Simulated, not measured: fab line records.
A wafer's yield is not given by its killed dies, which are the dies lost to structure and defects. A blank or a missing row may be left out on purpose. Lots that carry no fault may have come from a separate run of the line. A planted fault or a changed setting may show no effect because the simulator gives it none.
The tool behind it: which one?    flow sky130    Sampling: 12 lots, 36 wafers, 3 of 708 route steps

== WHAT EACH GAUGE READ, for each wafer ==
SKY_RES_PROTECT_TW_MEAS_08. Usual: POLY_GATE_TW gives 4018 (standard deviation 48).
lot   measured      on            POLY_GATE_TW    flag
L968  day 16 00:20  filmMetro-03  4002 4009 3998  
L969  day 16 11:59  filmMetro-04  4095 4102 4062  
L971  day 16 16:40  filmMetro-04  4083 4068 4072  
L973  day 17 11:04  filmMetro-01  4016 4033 4035  
L976  day 18 11:40  filmMetro-04  4028 4019 4004  
L977  day 18 23:44  filmMetro-04  4026 4039 4055  
L982  day 20 11:52  filmMetro-01  3948 3958 3945  
L985  day 21 18:01  filmMetro-01  3973 3975 3983  
L987  day 22 06:07  filmMetro-01  3934 3955 3958  
L988  day 22 18:37  filmMetro-03  3992 4009 3989  
L989  day 22 21:37  filmMetro-01  3958 3978 3972  
L990  day 23 03:10  filmMetro-04  4107 4117 4121  

SKY_VIA1_RS_MEAS_22: the measuring method here is four-point-probe. Usual: VIA1_W_RS gives 0.428 ohm/sq (standard deviation 0.0059).
lot   measured      on            VIA1_W_RS (ohm/sq)  flag
L968  day 34 23:41  filmMetro-01  0.421 0.422 0.426   
L969  day 35 10:20  filmMetro-04  0.427 0.434 0.427   
L971  day 35 12:38  filmMetro-01  0.426 0.432 0.428   
L973  day 36 05:22  filmMetro-01  0.423 0.425 0.431   
L976  day 37 05:18  filmMetro-02  0.425 0.431 0.433   
L977  day 37 15:16  filmMetro-01  0.434 0.427 0.437   
L982  day 38 18:40  filmMetro-01  0.425 0.426 0.427   
L985  day 39 19:44  filmMetro-02  0.438 0.428 0.433   
L987  day 40 06:19  filmMetro-02  0.433 0.434 0.429   
L988  day 40 17:46  filmMetro-02  0.440 0.426 0.425   
L989  day 40 20:23  filmMetro-04  0.421 0.418 0.412   
L990  day 41 00:59  filmMetro-02  0.434 0.429 0.431   

== EACH LOT AND THE TOOL THAT RAN IT (in order: tool; ch and the chambers of the sampled wafers; start) ==
lot   SKY_LDD_HVN_STRIP_09
L968  plasmaAsher-02 ch 0,1, day 21 06:27
L969  plasmaAsher-02 ch 0,1, day 21 20:02
L971  plasmaAsher-02 ch 0,1, day 22 01:45
L973  plasmaAsher-03 ch 0,1, day 22 19:15
L976  plasmaAsher-02 ch 0, day 23 23:02
L977  plasmaAsher-02 ch 0,1, day 24 09:11
L982  plasmaAsher-02 ch 1, day 25 19:16
L985  plasmaAsher-04 ch 1, day 26 23:43
L987  plasmaAsher-03 ch 0,1, day 27 12:16
L988  plasmaAsher-02 ch 0,1, day 28 01:32
L989  plasmaAsher-03 ch 0,1, day 28 05:12
L990  plasmaAsher-02 ch 0,1, day 28 07:14
- SKY_LDD_HVN_STRIP_09: strips in O2/N2.

== WHAT THE TOOLS THEMSELVES READ (means of the sampled wafers that have a number; where no wafer has one, the mark that the record gives instead) ==
SKY_LDD_HVN_STRIP_09. Usual: drypumpMotorCurrentA 6.0 A, standard deviation 0.36; n2FlowSccm 300.0 sccm, standard deviation 0.88; oesProductAu 0.409 a.u., standard deviation 0.0048; stripTimeToEndpointS 4.142 s, standard deviation 0.017.
lot   tool            drypumpMotorCurrentA (A)  n2FlowSccm (sccm)  oesProductAu (a.u.)  stripTimeToEndpointS (s)  flag
L968  plasmaAsher-02  5.9                       300.1              0.410                4.161                     
L969  plasmaAsher-02  5.8                       300.3              0.407                4.114                     
L971  plasmaAsher-02  5.8                       298.8              0.411                4.130                     
L973  plasmaAsher-03  6.4                       300.7              0.413                4.123                     
L976  plasmaAsher-02  5.7                       300.6              0.409                4.134                     
L977  plasmaAsher-02  5.8                       300.7              0.408                4.171                     
L982  plasmaAsher-02  6.1                       301.1              0.407                4.166                     
L985  plasmaAsher-04  5.2                       299.4              0.414                4.147                     
L987  plasmaAsher-03  6.4                       299.0              0.413                4.151                     
L988  plasmaAsher-02  5.8                       299.2              0.411                4.148                     
L989  plasmaAsher-03  6.4                       300.4              0.411                4.120                     
L990  plasmaAsher-02  5.8                       300.7              0.408                4.157                     

== THE ANSWER, worked out from the rows above alone ==
Rule: a lot is off if the mean of its wafers that have a number lies more than 3 standard deviations from the usual mean. Also off: a lot with no number at a reading for which 4 or more lots have one. Any other lot the step has rows for is counted as sound. The gauges are gone through in route order, then the tools' own readings, and for those a lot's mean is taken as printed above. At the first step where some lot is off, the reading lying furthest off is the one used; lots without a number count as furthest.
No lot is off on any of the readings shown, so nothing can be concluded from this.

== WHAT THE SIMULATOR HAD INSERTED ==
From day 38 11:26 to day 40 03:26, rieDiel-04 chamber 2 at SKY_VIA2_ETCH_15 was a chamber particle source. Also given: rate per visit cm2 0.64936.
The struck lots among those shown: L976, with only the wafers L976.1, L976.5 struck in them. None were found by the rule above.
